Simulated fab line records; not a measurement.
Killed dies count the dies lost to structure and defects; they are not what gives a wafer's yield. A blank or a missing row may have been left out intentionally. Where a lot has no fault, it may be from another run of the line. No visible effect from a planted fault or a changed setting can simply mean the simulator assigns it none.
fab line records -- flow sky130
record lots=12, wafers=36, last_day=50
route steps=708 shown VIA1@474 VIA2@509 METAL3@567 VIA4@642 PAD_OPEN@708
lots that met no fault: from a run of the same line without faults
start_h: start of the lot's first displayed wafer, in hours after the record's first day -- wait_h: hours elapsed since this lot's preceding step -- " unchanged from the row above -- L1.1+2: one row covering several wafers at once -- - no value present, or no start provided -- * or withheld: withheld -- < > ~ a bound
route shown NAME@n: a module of which the file shows steps, and the number in the route of the first -- usual: the fault-free wafers' mean and standard deviation -- same: alike in all rows -- chamber/n: place in a boat -- sites: readings site by site -- _std_site: the values' standard deviation -- _edge_site: outer sites' mean less inner sites' -- radius_mm: for every site, how far away it sits from the centre of the wafer -- mask NAME#n: copy n -- behind: tool/chamber where the wafer was last shaped -- hold: the reason the lot was held/the length of the hold in hours/how it ended -- device: names the non-switching transistor (n, p or np) -- end of line: tests run on the same wafers once the route is complete -- a step given without rows: its recipe and nothing more -- killed: dies lost to structure and defects at the first sort, not the wafer's yield -- map: a wafer's dies, marking killed ones x, the rest . and places with no die _
set.NAME: the setting the step ran with; set.NAME@STEP: the setting that earlier step ran with -- model.NAME: the simulator's own value behind a step, which no gauge read
route steps across a sampled set of lots; one table per step, one row per wafer
services: from which hour (start_h, from the record's first day; less than 0 if before it) a tool's chamber was out of use, for how many hours, and why
## steps
# step SKY_VIA1_STRIP_16
# recipe chemistry=O2/N2, power_w=1400, pressure_mtorr=1500, platen_temp_c=withheld, o2_flow_sccm=3000, n2_flow_sccm=300, overash_fraction=0.5
# usual drypump_motor_current_A=5.5/0.33, oes_product_au=0.415/0.0045, strip_time_to_endpoint_s=4.460/0.022
lot.wafer,tool,chamber,start_h,wait_h,drypump_motor_current_A,oes_product_au,rf_hours_counter_h,strip_time_to_endpoint_s
L126.1,plasma_asher-01,1,779.39,0.0,5.5,0.403,3,4.443
L126.2,plasma_asher-01,0,779.39,0.0,5.3,0.412,3,4.454
L126.4,plasma_asher-01,1,779.39,0.0,5.5,0.414,-,4.438
L127.2,plasma_asher-02,1,781.53,0.0,4.8,0.417,97,4.430
L127.4,plasma_asher-02,1,781.53,0.0,4.8,0.421,-,4.448
L127.5,plasma_asher-02,0,781.53,0.0,6.1,0.416,-,4.403
L128.1,plasma_asher-01,1,807.53,0.0,5.5,0.412,6,4.478
L128.5,plasma_asher-01,1,807.53,0.0,5.5,0.419,-,4.471
L128.6,plasma_asher-01,0,807.53,0.0,5.3,0.420,-,4.445
L129.4,plasma_asher-02,1,821.52,0.1,4.8,0.412,-,4.451
L129.5,plasma_asher-02,0,821.52,0.1,6.1,0.418,-,4.466
L129.6,plasma_asher-02,1,821.52,0.1,4.8,0.418,-,4.446
L130.1,plasma_asher-04,0,854.54,0.0,5.9,0.413,73,4.413
L130.4,plasma_asher-04,1,854.54,0.0,5.7,0.412,-,4.432
L130.6,plasma_asher-04,0,854.54,0.0,5.8,0.411,-,4.444
L136.1,plasma_asher-01,1,874.59,0.0,5.5,0.409,14,4.471
L136.3,plasma_asher-01,1,874.59,0.0,5.5,0.415,-,4.474
L136.4,plasma_asher-01,0,874.59,0.0,5.2,0.416,-,4.458
L137.4,plasma_asher-01,0,875.71,0.0,5.3,0.417,-,4.452
L137.5,plasma_asher-01,1,875.71,0.0,5.5,0.424,-,4.410
L137.6,plasma_asher-01,0,875.71,0.0,5.2,0.408,-,4.460
L143.1,plasma_asher-02,0,936.99,0.0,6.1,0.413,109,4.478
L143.3,plasma_asher-02,1,936.99,0.0,4.8,0.419,-,4.480
L143.6,plasma_asher-02,1,936.99,0.0,4.8,0.422,-,4.446
L145.2,plasma_asher-04,1,942.99,0.0,5.7,0.417,82,4.464
L145.4,plasma_asher-04,1,942.99,0.0,5.7,0.419,-,4.433
L145.6,plasma_asher-04,1,942.99,0.0,5.7,0.411,-,4.456
L148.2,plasma_asher-01,0,953.54,0.0,5.3,0.412,22,4.467
L148.4,plasma_asher-01,1,953.54,0.0,5.5,0.420,-,4.486
L148.5,plasma_asher-01,1,953.54,0.0,5.5,0.411,-,4.475
L147.3,plasma_asher-04,0,958.82,0.1,5.8,0.413,-,4.444
L147.4,plasma_asher-04,1,958.82,0.1,5.7,0.408,-,4.453
L147.5,plasma_asher-04,0,958.82,0.1,5.8,0.402,-,4.461
L149.1,plasma_asher-01,1,961.94,0.0,5.5,0.417,23,4.459
L149.3,plasma_asher-01,1,961.94,0.0,5.5,0.418,-,4.498
L149.6,plasma_asher-01,0,961.94,0.0,5.3,0.414,-,4.490
# step SKY_VIA2_CMP_02
# recipe material=SiO2, down_force_psi=4, platen_rpm=60, pad_velocity_m_s=0.94248
# usual motor_current_A=11.9/1.4
lot.wafer,tool,chamber,start_h,wait_h,motor_current_A
L126.4,cmp-02,3,808.48,0.0,13.5
L126.2,cmp-02,1,808.48,0.0,10.2
L126.1,cmp-02,2,808.48,0.0,12.2
L127.4,cmp-01,0,811.69,0.1,11.2
L127.2,cmp-01,1,811.69,0.1,10.1
L127.5,cmp-01,3,811.69,0.1,13.0
L128.1,cmp-02,1,836.62,0.2,10.3
L128.5,cmp-02,2,836.62,0.2,11.4
L128.6,cmp-02,3,836.62,0.2,12.4
L129.4,cmp-01,2,850.90,0.1,15.6
L129.5,cmp-01,0,850.90,0.1,11.0
L129.6,cmp-01,1,850.90,0.1,10.8
L130.1,cmp-02,1,883.21,0.1,10.3
L130.4,cmp-02,3,883.21,0.1,12.3
L130.6,cmp-02,0,883.21,0.1,11.1
L136.4,cmp-02,0,902.76,0.0,11.3
L136.3,cmp-02,1,902.76,0.0,10.6
L136.1,cmp-02,2,902.76,0.0,12.0
L137.4,cmp-02,1,904.25,0.0,10.1
L137.5,cmp-02,1,904.25,0.0,10.4
L137.6,cmp-02,2,904.25,0.0,11.8
L143.3,cmp-01,0,964.05,0.0,11.2
L143.1,cmp-01,2,964.05,0.0,14.2
L143.6,cmp-01,1,964.05,0.0,10.5
L145.4,cmp-01,0,969.93,0.1,11.3
L145.2,cmp-01,1,969.93,0.1,10.7
L145.6,cmp-01,2,969.93,0.1,15.3
L148.4,cmp-02,2,980.12,0.1,11.4
L148.2,cmp-02,3,980.12,0.1,12.9
L148.5,cmp-02,0,980.12,0.1,11.7
L147.3,cmp-02,3,984.89,0.0,12.0
L147.4,cmp-02,0,984.89,0.0,10.7
L147.5,cmp-02,0,984.89,0.0,11.0
L149.1,cmp-01,3,989.90,0.1,12.9
L149.3,cmp-01,2,989.90,0.1,14.3
L149.6,cmp-01,3,989.90,0.1,14.1
# step SKY_METAL3_ETCH_17
# recipe target=SiO2, stop_on=TiN, chemistry=C4F8/O2/Ar, source_w=1500, bias_w=1153, pressure_mtorr=40, c4f8_flow_sccm=withheld, O2_flow_sccm=6, Ar_flow_sccm=300, time_s=3.9, target_depth_a=150
# usual oes_product_au=0.752/0.0074
lot.wafer,tool,chamber,start_h,wait_h,oes_product_au,rf_hours_counter_h
L126.1,rie_diel-04,3,889.57,0.1,0.757,7
L126.2,rie_diel-04,2,889.57,0.1,0.751,19
L126.4,rie_diel-04,1,889.57,0.1,0.764,12
L127.2,rie_diel-04,3,893.22,0.1,0.757,7
L127.4,rie_diel-04,0,893.22,0.1,0.756,9
L127.5,rie_diel-04,3,893.22,0.1,0.752,-
L128.1,rie_diel-02,3,917.41,0.2,0.745,5
L128.5,rie_diel-02,0,917.41,0.2,0.764,-
L128.6,rie_diel-02,3,917.41,0.2,0.753,-
L129.4,rie_diel-01,2,930.07,0.0,0.765,1
L129.5,rie_diel-01,1,930.07,0.0,0.748,-
L129.6,rie_diel-01,2,930.07,0.0,0.767,-
L130.1,rie_diel-04,0,960.83,0.1,0.741,12
L130.4,rie_diel-04,1,960.83,0.1,0.757,14
L130.6,rie_diel-04,0,960.83,0.1,0.752,-
L136.1,rie_diel-02,3,978.53,0.1,0.745,6
L136.3,rie_diel-02,0,978.53,0.1,0.751,12
L136.4,rie_diel-02,2,978.53,0.1,0.743,5
L137.4,rie_diel-04,2,979.47,0.0,0.756,22
L137.5,rie_diel-04,1,979.47,0.0,0.758,-
L137.6,rie_diel-04,2,979.47,0.0,0.758,-
L143.1,rie_diel-02,3,1037.90,0.2,0.743,8
L143.3,rie_diel-02,2,1037.90,0.2,0.746,7
L143.6,rie_diel-02,3,1037.90,0.2,0.761,-
L145.2,rie_diel-04,2,1041.23,0.1,0.742,24
L145.4,rie_diel-04,1,1041.23,0.1,0.757,17
L145.6,rie_diel-04,0,1041.23,0.1,0.753,-
L148.2,rie_diel-04,1,1049.86,0.1,0.740,17
L148.4,rie_diel-04,3,1049.86,0.1,0.754,12
L148.5,rie_diel-04,0,1049.86,0.1,0.748,-
L147.3,rie_diel-04,0,1054.13,0.0,0.731,15
L147.4,rie_diel-04,2,1054.13,0.0,0.756,25
L147.5,rie_diel-04,2,1054.13,0.0,0.751,-
L149.1,rie_diel-04,1,1059.33,0.1,0.753,17
L149.3,rie_diel-04,0,1059.33,0.1,0.749,15
L149.6,rie_diel-04,3,1059.33,0.1,0.754,-
# step SKY_VIA4_BOW_MEAS_03
# recipe mode=bow
# usual VIA4_BOW=80/8.8
lot.wafer,tool,chamber,start_h,wait_h,VIA4_BOW[um]
L126.1,film_metro-04,-,967.93,0.1,68
L126.2,film_metro-04,-,967.93,0.1,83
L126.4,film_metro-04,-,967.93,0.1,75
L127.2,film_metro-04,-,972.56,0.2,77
L127.4,film_metro-04,-,972.56,0.2,66
L127.5,film_metro-04,-,972.56,0.2,65
L128.1,film_metro-03,-,995.01,0.1,77
L128.5,film_metro-03,-,995.01,0.1,71
L128.6,film_metro-03,-,995.01,0.1,89
L129.4,film_metro-03,-,1006.13,0.2,70
L129.5,film_metro-03,-,1006.13,0.2,69
L129.6,film_metro-03,-,1006.13,0.2,82
L130.1,film_metro-04,-,1034.94,0.1,58
L130.4,film_metro-04,-,1034.94,0.1,72
L130.6,film_metro-04,-,1034.94,0.1,81
L137.4,film_metro-04,-,1055.29,0.3,73
L137.5,film_metro-04,-,1055.29,0.3,85
L137.6,film_metro-04,-,1055.29,0.3,76
L136.1,film_metro-02,-,1055.34,0.2,89
L136.3,film_metro-02,-,1055.34,0.2,91
L136.4,film_metro-02,-,1055.34,0.2,79
L143.1,film_metro-03,-,1105.45,0.2,82
L143.3,film_metro-03,-,1105.45,0.2,85
L143.6,film_metro-03,-,1105.45,0.2,89
L145.2,film_metro-03,-,1107.87,0.1,69
L145.4,film_metro-03,-,1107.87,0.1,83
L145.6,film_metro-03,-,1107.87,0.1,75
L148.2,film_metro-02,-,1121.03,0.3,62
L148.4,film_metro-02,-,1121.03,0.3,75
L148.5,film_metro-02,-,1121.03,0.3,55
L147.3,film_metro-03,-,1123.18,0.3,69
L147.4,film_metro-03,-,1123.18,0.3,74
L147.5,film_metro-03,-,1123.18,0.3,77
L149.1,film_metro-04,-,1126.55,0.2,75
L149.3,film_metro-04,-,1126.55,0.2,83
L149.6,film_metro-04,-,1126.55,0.2,86
# step SKY_PAD_OPEN_PROBE_99
# usual defect_limited_yield=82.5/1.9, killed_at_M0_to_M3=42/6.4, killed_at_M4_up=2.9/1.7, killed_at_contacts=25/5.2, killed_at_front_end=16/4.4, killed_at_other=0.4/0.65, killed_dies=86/9.2, killed_open=47/6.6, killed_short=39/5.8, sort_bin_3_pad_short=0.9/0.42, sort_bin_5_function=10.4/1.5, sort_bin_6_memory=6.3/1, sort_n_pass=406/9.2, sort_yield_pct=82.5/1.9
# same gross_dies=492, killed_at_back_side=0, sort_bin_4_leakage[%]=0, sort_bin_8_speed[%]=0
lot.wafer,tool,chamber,start_h,wait_h,defect_limited_yield[%],killed_at_M0_to_M3,killed_at_M4_up,killed_at_contacts,killed_at_front_end,killed_at_other,killed_dies,killed_open,killed_short,sort_bin_3_pad_short[%],sort_bin_5_function[%],sort_bin_6_memory[%],sort_n_pass,sort_yield_pct[%]
L136.1,prober-01,-,1142.44,0.1,72.6,84,4,26,19,2,135,58,41,2.4,16.9,8.1,357,72.6
L136.3,prober-01,-,1142.54,0.2,77.4,69,7,22,13,0,111,42,34,1.8,14.6,6.1,381,77.4
L136.4,prober-01,-,1142.59,0.2,73.8,91,4,23,11,0,129,36,36,3.0,17.3,5.9,363,73.8
L137.4,prober-02,-,1142.59,0.2,74.0,89,2,24,12,1,128,40,35,3.0,15.0,7.9,364,74.0
L137.5,prober-02,-,1142.64,0.2,78.0,73,4,17,13,1,108,43,31,1.4,15.0,5.5,384,78.0
L137.6,prober-02,-,1142.69,0.2,72.8,98,1,26,7,2,134,51,30,2.6,19.3,5.3,358,72.8
L145.2,prober-01,-,1187.02,0.1,82.3,40,1,31,15,0,87,52,35,0.6,10.4,6.7,405,82.3
L145.4,prober-01,-,1187.12,0.2,82.5,47,5,21,13,0,86,44,42,0.4,10.2,6.9,406,82.5
L145.6,prober-01,-,1187.22,0.2,83.5,32,1,31,17,0,81,45,35,1.2,9.6,5.7,411,83.5
# killed by level:class
L136.1 VIA1:unspecified=36 VIA1:geometric_particle:open=15 CONTACT:geometric_particle:short=10 VIA3:geometric_particle:open=10 FIELD_ISO:geometric_particle:open=7 CONTACT:geometric_particle:open=7 LI_CONTACT:geometric_particle:open=5 VIA1:geometric_particle:short=5
L136.3 VIA1:unspecified=35 CONTACT:geometric_particle:open=10 VIA2:geometric_particle:open=9 VIA1:geometric_particle:open=8 METAL4:geometric_particle:short=6 CONTACT:geometric_particle:short=5 VIA3:geometric_particle:open=5 POLY_GATE:geometric_particle:short=4
L136.4 VIA1:unspecified=57 CONTACT:geometric_particle:open=13 METAL2:geometric_particle:short=8 VIA2:geometric_particle:short=6 VIA1:geometric_particle:open=6 LI_CONTACT:geometric_particle:open=4 FIELD_ISO:geometric_particle:open=3 VIA1:geometric_particle:short=3
L137.4 VIA1:unspecified=53 CONTACT:geometric_particle:open=9 VIA1:geometric_particle:open=7 METAL1:geometric_particle:short=6 METAL2:geometric_particle:short=6 VIA3:geometric_particle:open=6 POLY_GATE:geometric_particle:open=5 LOCAL_INTERCONNECT:geometric_particle:short=5
L137.5 VIA1:unspecified=34 VIA1:geometric_particle:open=11 CONTACT:geometric_particle:open=7 VIA3:geometric_particle:open=6 FIELD_ISO:geometric_particle:short=5 LI_CONTACT:geometric_particle:open=5 METAL1:geometric_particle:short=5 FIELD_ISO:geometric_particle:open=4
L137.6 VIA1:unspecified=53 VIA1:geometric_particle:open=9 LI_CONTACT:geometric_particle:open=8 CONTACT:geometric_particle:open=8 VIA2:geometric_particle:open=8 VIA3:geometric_particle:open=8 METAL1:geometric_particle:short=4 METAL2:geometric_particle:short=4
L145.2 CONTACT:geometric_particle:open=16 VIA1:geometric_particle:short=8 VIA1:geometric_particle:open=7 LI_CONTACT:geometric_particle:open=6 VIA2:geometric_particle:open=6 CONTACT:geometric_particle:short=5 VIA3:geometric_particle:open=4 POLY_GATE:geometric_particle:short=4
L145.4 VIA2:geometric_particle:open=10 VIA1:geometric_particle:open=8 VIA1:geometric_particle:short=7 CONTACT:geometric_particle:open=6 METAL1:geometric_particle:short=6 POLY_GATE:geometric_particle:short=5 LI_CONTACT:geometric_particle:open=5 METAL4:geometric_particle:short=5
L145.6 CONTACT:geometric_particle:open=12 LI_CONTACT:geometric_particle:open=8 VIA1:geometric_particle:open=7 FIELD_ISO:geometric_particle:short=6 CONTACT:geometric_particle:short=6 METAL1:geometric_particle:short=5 METAL2:geometric_particle:short=4 VIA3:geometric_particle:open=4
## services
tool,chamber,start_h,hours,kind
cmp-02,-,758.24,0.6,repair
plasma_asher-01,-,758.94,2.8,repair
rie_diel-04,3,760.62,2.0,repair
rie_diel-02,2,773.42,17.0,repair
cmp-01,-,773.65,0.3,repair
cmp-01,-,775.41,0.7,repair
cmp-02,-,775.45,1.4,repair
plasma_asher-01,-,782.19,2.0,repair
rie_diel-04,0,789.52,3.2,repair
rie_diel-04,1,822.57,21.8,repair
cmp-02,-,841.17,0.8,repair
cmp-01,-,844.89,1.4,repair
rie_diel-04,1,854.70,2.4,repair
cmp-01,-,877.56,12.4,pm
cmp-01,-,891.24,0.6,repair
cmp-02,-,912.47,4.0,pm
cmp-02,-,926.17,1.0,repair
plasma_asher-01,-,966.93,14.9,repair
rie_diel-04,1,970.36,4.3,repair
rie_diel-04,0,1011.08,1.6,repair
cmp-01,-,1016.77,4.9,pm
rie_diel-04,2,1024.76,9.5,repair
cmp-02,-,1038.51,10.4,pm
cmp-02,-,1049.64,1.3,repair
## key
first_sign step=SKY_PAD_OPEN_PROBE_99, reading=killed_at_M0_to_M3, direction=up, sigmas=6.5, usual=42, struck=84
effect step=SKY_PAD_OPEN_PROBE_99, reading=defect_limited_yield, direction=down, sigmas=4.1, usual=82.5, struck=74.8
met_at SKY_VIA1_STRIP_16
struck_lots L136,L137
not_acting_at SKY_VIA2_CMP_02,SKY_METAL3_ETCH_17,SKY_VIA4_BOW_MEAS_03
onset_between 807.53 874.59
fault kind=chamber_particle_source, tool=plasma_asher-01, chamber=-, onset_h=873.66, steps=SKY_VIA1_STRIP_16, rate_per_visit_cm2=0.84851, end_h=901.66
